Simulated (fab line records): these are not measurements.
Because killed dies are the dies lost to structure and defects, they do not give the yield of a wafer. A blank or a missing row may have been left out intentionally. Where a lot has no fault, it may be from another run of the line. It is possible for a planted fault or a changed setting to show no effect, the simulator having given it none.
fab line records ; flow gf180mcu
record lots=15; wafers=45; last_day=34
route steps=602 shown POLY_GATE@174 HV_LDD@183 NSD@240 CONTACT@305
lots untouched by any fault: they come from a run of this same line in which no faults occurred
start_h: start of the lot's first displayed wafer, in hours after the record's first day ; wait_h: time in hours since the lot's previous step ; " unchanged from the row above ; L1.1+2: a row that stands for several wafers ; - either no value or no given start ; * or withheld: withheld ; < > ~ a bound
route shown NAME@n: a module of which the file shows steps, and the number in the route of the first ; usual: mean/standard deviation of fault-free wafers ; same: alike in all rows ; chamber/n: place in a boat ; sites: each site's reading ; _std_site: their standard deviation ; _edge_site: mean of outer sites minus mean of inner sites ; radius_mm: for every site, how far away it sits from the centre of the wafer ; mask NAME#n: copy n ; behind: the last tool/chamber to shape the wafer ; hold: what put the lot on hold/how long, in hours/how the hold closed ; device: the transistor (n, p or np) that didn't switch ; end of line: the same wafers' tests at the end of the route ; a step without rows: its recipe alone ; killed: count of dies lost to structure and defects at first sort (not the wafer's yield) ; map: a wafer's dies, x killed, . not, _ none there
set.NAME: the setting that was run; set.NAME@STEP: the one run at that earlier step ; model.NAME: the simulator's own value behind a step, which no gauge read
steps of the route over a sample of lots; a table a step, a row a wafer
services: a tool's chamber out of use, with start hour (start_h, from the record's first day; less than 0 if before it), hours out, and reason
## steps
# step GF_POLY_GATE_THK_MEAS_17
# recipe reads=SiO2_of_POLY_GATE_OXIDATION_16
# usual POLY_GATE_OXIDATION_THK=3.99/0.067
lot.wafer;tool;chamber;start_h;wait_h;POLY_GATE_OXIDATION_THK[nm]
L463.1;film_metro-02;-;230.17;0.0;4.11
L463.4;film_metro-02;-;230.17;0.0;4.07
L463.6;film_metro-02;-;230.17;0.0;4.08
L465.1;film_metro-03;-;232.81;0.0;3.96
L465.4;film_metro-03;-;232.81;0.0;3.96
L465.6;film_metro-03;-;232.81;0.0;4.02
L464.1;film_metro-03;-;235.37;0.0;4.03
L464.4;film_metro-03;-;235.37;0.0;3.97
L464.6;film_metro-03;-;235.37;0.0;3.99
L466.1;film_metro-03;-;240.09;0.0;4.03
L466.4;film_metro-03;-;240.09;0.0;4.06
L466.6;film_metro-03;-;240.09;0.0;3.99
L467.3;film_metro-03;-;253.29;0.0;4.02
L467.4;film_metro-03;-;253.29;0.0;4.09
L467.5;film_metro-03;-;253.29;0.0;4.03
L468.1;film_metro-02;-;258.05;0.0;3.93
L468.2;film_metro-02;-;258.05;0.0;3.98
L468.3;film_metro-02;-;258.05;0.0;3.94
L474.1;film_metro-02;-;308.73;0.0;3.91
L474.2;film_metro-02;-;308.73;0.0;3.98
L474.5;film_metro-02;-;308.73;0.0;3.95
L475.2;film_metro-01;-;312.28;0.0;4.01
L475.3;film_metro-01;-;312.28;0.0;3.91
L475.5;film_metro-01;-;312.28;0.0;3.95
L476.1;film_metro-01;-;322.09;0.0;4.02
L476.2;film_metro-01;-;322.09;0.0;3.97
L476.3;film_metro-01;-;322.09;0.0;4.11
L477.2;film_metro-03;-;323.35;0.0;4.01
L477.3;film_metro-03;-;323.35;0.0;4.07
L477.4;film_metro-03;-;323.35;0.0;4.06
L478.1;film_metro-03;-;329.90;0.0;4.10
L478.2;film_metro-03;-;329.90;0.0;4.11
L478.4;film_metro-03;-;329.90;0.0;4.07
L479.4;film_metro-02;-;339.80;0.0;4.06
L479.5;film_metro-02;-;339.80;0.0;4.08
L479.6;film_metro-02;-;339.80;0.0;4.06
L480.2;film_metro-02;-;347.95;0.0;3.94
L480.4;film_metro-02;-;347.95;0.0;4.02
L480.6;film_metro-02;-;347.95;0.0;4.01
L481.1;film_metro-03;-;353.94;0.0;3.95
L481.3;film_metro-03;-;353.94;0.0;3.95
L481.6;film_metro-03;-;353.94;0.0;3.94
L482.1;film_metro-03;-;360.11;0.0;3.98
L482.2;film_metro-03;-;360.11;0.0;3.92
L482.5;film_metro-03;-;360.11;0.0;3.93
# step GF_HV_LDD_CD_MEAS_07
# recipe target_cd_nm=400
# usual cd_nm=399.6/2.2
lot.wafer;tool;chamber;start_h;wait_h;cd_nm
L463.1;cd_sem-01;-;248.89;0.1;400.0
L463.4;cd_sem-01;-;248.89;0.1;400.3
L463.6;cd_sem-01;-;248.89;0.1;398.9
L465.1;cd_sem-01;-;251.19;0.1;398.5
L465.4;cd_sem-01;-;251.19;0.1;399.4
L465.6;cd_sem-01;-;251.19;0.1;400.6
L464.1;cd_sem-01;-;254.66;0.1;401.8
L464.4;cd_sem-01;-;254.66;0.1;401.2
L464.6;cd_sem-01;-;254.66;0.1;400.1
L466.1;cd_sem-01;-;259.48;0.1;400.7
L466.4;cd_sem-01;-;259.48;0.1;403.0
L466.6;cd_sem-01;-;259.48;0.1;399.4
L467.3;cd_sem-01;-;272.03;0.1;399.5
L467.4;cd_sem-01;-;272.03;0.1;399.2
L467.5;cd_sem-01;-;272.03;0.1;401.1
L468.1;cd_sem-01;-;277.03;0.1;397.8
L468.2;cd_sem-01;-;277.03;0.1;395.1
L468.3;cd_sem-01;-;277.03;0.1;395.6
L474.1;cd_sem-01;-;329.89;0.1;399.4
L474.2;cd_sem-01;-;329.89;0.1;397.4
L474.5;cd_sem-01;-;329.89;0.1;397.9
L475.2;cd_sem-01;-;332.56;0.1;400.0
L475.3;cd_sem-01;-;332.56;0.1;398.1
L475.5;cd_sem-01;-;332.56;0.1;399.0
L476.1;cd_sem-02;-;342.83;0.1;398.4
L476.2;cd_sem-02;-;342.83;0.1;399.2
L476.3;cd_sem-02;-;342.83;0.1;398.2
L477.2;cd_sem-01;-;344.81;0.1;396.0
L477.3;cd_sem-01;-;344.81;0.1;396.9
L477.4;cd_sem-01;-;344.81;0.1;399.2
L478.1;cd_sem-01;-;351.64;0.1;397.3
L478.2;cd_sem-01;-;351.64;0.1;397.9
L478.4;cd_sem-01;-;351.64;0.1;397.0
L479.4;cd_sem-02;-;361.11;0.1;397.2
L479.5;cd_sem-02;-;361.11;0.1;397.5
L479.6;cd_sem-02;-;361.11;0.1;397.3
L480.2;cd_sem-01;-;370.16;0.1;398.4
L480.4;cd_sem-01;-;370.16;0.1;397.6
L480.6;cd_sem-01;-;370.16;0.1;395.5
L481.1;cd_sem-01;-;376.05;0.1;399.2
L481.3;cd_sem-01;-;376.05;0.1;399.6
L481.6;cd_sem-01;-;376.05;0.1;396.9
L482.1;cd_sem-02;-;381.90;0.1;404.5
L482.2;cd_sem-02;-;381.90;0.1;403.7
L482.5;cd_sem-02;-;381.90;0.1;404.3
# step GF_NSD_PEB_05
# recipe temp_c=withheld; time_s=*; resist=NOVOLAK
# usual chill_plate_temp_C=*; exhaust_pa=45.2/0.95
lot.wafer;tool;chamber;start_h;wait_h;chill_plate_temp_C;exhaust_pa
L463.1;litho_track-04;0;336.25;-;*;44.7
L463.4;litho_track-04;0;336.25;-;*;45.1
L463.6;litho_track-04;0;336.25;-;*;45.0
L465.1;litho_track-02;0;337.46;-;*;45.2
L465.4;litho_track-02;0;337.46;-;*;45.3
L465.6;litho_track-02;0;337.46;-;*;44.5
L464.1;litho_track-03;0;339.79;-;*;45.8
L464.4;litho_track-03;0;339.79;-;*;46.2
L464.6;litho_track-03;0;339.79;-;*;45.4
L466.1;litho_track-04;0;344.90;-;*;45.7
L466.4;litho_track-04;0;344.90;-;*;44.9
L466.6;litho_track-04;0;344.90;-;*;46.0
L467.3;litho_track-02;0;358.76;-;*;45.2
L467.4;litho_track-02;0;358.76;-;*;44.3
L467.5;litho_track-02;0;358.76;-;*;44.1
L468.1;litho_track-04;0;363.60;-;*;44.4
L468.2;litho_track-04;0;363.60;-;*;43.8
L468.3;litho_track-04;0;363.60;-;*;43.5
L474.1;litho_track-02;-;422.26;-;-;-
L474.2;litho_track-02;-;422.26;-;-;-
L474.5;litho_track-02;-;422.26;-;-;-
L475.2;litho_track-04;-;424.48;-;-;-
L475.3;litho_track-04;-;424.48;-;-;-
L475.5;litho_track-04;-;424.48;-;-;-
L476.1;litho_track-02;-;435.51;-;-;-
L476.2;litho_track-02;-;435.51;-;-;-
L476.3;litho_track-02;-;435.51;-;-;-
L477.2;litho_track-02;0;438.38;-;*;45.3
L477.3;litho_track-02;0;438.38;-;*;45.1
L477.4;litho_track-02;0;438.38;-;*;45.7
L478.1;litho_track-03;0;447.59;-;*;45.2
L478.2;litho_track-03;0;447.59;-;*;45.6
L478.4;litho_track-03;0;447.59;-;*;44.8
L479.4;litho_track-04;0;456.33;-;*;44.7
L479.5;litho_track-04;0;456.33;-;*;46.2
L479.6;litho_track-04;0;456.33;-;*;44.5
L480.2;litho_track-03;0;466.06;-;*;45.9
L480.4;litho_track-03;0;466.06;-;*;45.7
L480.6;litho_track-03;0;466.06;-;*;45.1
L481.1;litho_track-02;0;470.41;-;*;44.7
L481.3;litho_track-02;0;470.41;-;*;43.6
L481.6;litho_track-02;0;470.41;-;*;44.3
L482.1;litho_track-03;0;477.84;-;*;45.7
L482.2;litho_track-03;0;477.84;-;*;45.7
L482.5;litho_track-03;0;477.84;-;*;46.1
# step GF_CONTACT_STRIP_18
# recipe chemistry=O2/N2; power_w=1400; pressure_mtorr=1500; platen_temp_c=250; o2_flow_sccm=3000; n2_flow_sccm=300; overash_fraction=0.5
# usual drypump_motor_current_A=5.7/0.45; heater_power_w=338/45; n2_flow_sccm=299.8/0.94; oes_product_au=0.580/0.0048
lot.wafer;tool;chamber;start_h;wait_h;drypump_motor_current_A;heater_power_w;n2_flow_sccm;oes_product_au;rf_hours_counter_h
L463.1;plasma_asher-04;0;406.20;-;6.6;391;300.9;0.580;78
L463.4;plasma_asher-04;0;406.20;-;6.6;388;300.2;0.579;-
L463.6;plasma_asher-04;1;406.20;-;5.5;290;299.0;0.583;-
L465.1;plasma_asher-04;1;407.02;-;5.5;297;297.8;0.583;78
L465.4;plasma_asher-04;1;407.02;-;5.5;294;298.9;0.583;-
L465.6;plasma_asher-04;1;407.02;-;5.5;296;299.3;0.579;-
L464.1;plasma_asher-03;1;408.81;-;5.5;349;299.5;0.582;72
L464.4;plasma_asher-03;1;408.81;-;5.5;347;300.9;0.575;-
L464.6;plasma_asher-03;0;408.81;-;5.5;303;299.8;0.582;-
L466.1;plasma_asher-02;0;415.40;-;5.3;392;301.2;0.583;32
L466.4;plasma_asher-02;1;415.40;-;5.6;298;298.4;0.581;-
L466.6;plasma_asher-02;1;415.40;-;5.6;296;298.7;0.584;-
L467.3;plasma_asher-02;0;429.70;-;5.3;391;299.7;0.585;-
L467.4;plasma_asher-02;1;429.70;-;5.6;294;301.0;0.570;-
L467.5;plasma_asher-02;0;429.70;-;5.3;395;298.2;0.593;-
L468.1;plasma_asher-02;0;434.22;-;5.3;406;299.9;0.574;34
L468.2;plasma_asher-02;1;434.22;-;5.6;299;300.4;0.578;34
L468.3;plasma_asher-02;0;434.22;-;5.3;395;300.3;0.577;-
L474.1;plasma_asher-04;1;495.80;-;5.5;294;300.0;0.578;88
L474.2;plasma_asher-04;0;495.80;-;6.6;390;299.5;0.585;88
L474.5;plasma_asher-04;1;495.80;-;5.6;288;299.4;0.583;-
L475.2;plasma_asher-04;0;498.70;-;6.6;382;300.3;0.576;88
L475.3;plasma_asher-04;0;498.70;-;6.6;389;301.4;0.585;-
L475.5;plasma_asher-04;1;498.70;-;5.5;293;300.6;0.584;-
L476.1;plasma_asher-02;1;507.91;-;5.7;298;298.9;0.583;43
L476.2;plasma_asher-02;0;507.91;-;5.3;397;301.2;0.575;43
L476.3;plasma_asher-02;1;507.91;-;5.6;300;298.9;0.584;-
L477.2;plasma_asher-04;1;511.95;-;5.5;291;299.9;0.580;90
L477.3;plasma_asher-04;1;511.95;-;5.5;301;299.0;0.591;-
L477.4;plasma_asher-04;0;511.95;-;6.6;391;300.6;0.583;-
L478.1;plasma_asher-03;1;520.29;-;5.5;339;299.7;0.574;8
L478.2;plasma_asher-03;0;520.29;-;5.5;302;299.7;0.584;8
L478.4;plasma_asher-03;1;520.29;-;5.5;339;298.9;0.583;-
L479.4;plasma_asher-04;1;528.53;-;5.5;291;301.0;0.587;-
L479.5;plasma_asher-04;1;528.53;-;5.6;290;301.1;0.583;-
L479.6;plasma_asher-04;0;528.53;-;6.6;387;297.9;0.589;-
L480.2;plasma_asher-02;1;539.47;-;5.7;297;300.3;0.573;46
L480.4;plasma_asher-02;0;539.47;-;5.3;399;299.4;0.581;-
L480.6;plasma_asher-02;1;539.47;-;5.6;298;299.9;0.583;-
L481.1;plasma_asher-03;0;542.92;-;5.5;301;299.2;0.575;10
L481.3;plasma_asher-03;0;542.92;-;5.5;299;299.7;0.569;-
L481.6;plasma_asher-03;0;542.92;-;5.5;302;300.1;0.579;-
L482.1;plasma_asher-03;0;551.37;-;5.5;305;299.6;0.584;11
L482.2;plasma_asher-03;1;551.37;-;5.5;343;300.4;0.576;11
L482.5;plasma_asher-03;0;551.37;-;5.5;295;299.2;0.581;-
## services
tool;chamber;start_h;hours;kind
plasma_asher-03;-;333.99;5.1;repair
plasma_asher-03;-;421.25;9.0;pm
plasma_asher-03;0;421.25;9.0;vent_cycle
plasma_asher-03;1;421.25;9.0;vent_cycle
plasma_asher-04;-;426.14;2.6;repair
plasma_asher-03;0;430.25;-;clean
plasma_asher-03;1;430.25;-;clean
plasma_asher-03;-;468.92;2.8;pm
plasma_asher-03;-;500.08;6.3;repair
plasma_asher-03;-;508.72;0.9;repair
plasma_asher-04;-;547.50;13.7;repair
## key
first_sign step=GF_NSD_PEB_05; reading=tool_record; direction=missing
effect none on later readings
met_at GF_NSD_PEB_05
struck_lots L474,L475,L476
sort_left_out L474.1,L474.2,L474.5,L475.2,L475.3,L475.5,L476.1,L476.2,L476.3
tester_left_out L474,L475,L476
not_acting_at GF_POLY_GATE_THK_MEAS_17,GF_HV_LDD_CD_MEAS_07,GF_CONTACT_STRIP_18
onset_between 363.60 422.26
fault kind=skipped_step_whole; tool=litho_track-02,litho_track-04; chamber=-; onset_h=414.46; steps=GF_NSD_PEB_05; scope=struck_lots_only
# tester_left_out: of these lots the tester's yield and bins aren't shown, on N5 and GAA mostly nor the transistor test; their killed dies are dies lost to structure and defects alone, not to doping, threshold or leakage, so they don't give the yield
# sort_left_out: the simulated sort isn't trusted on such a fault, so these wafers' sort isn't shown, and their yield isn't known
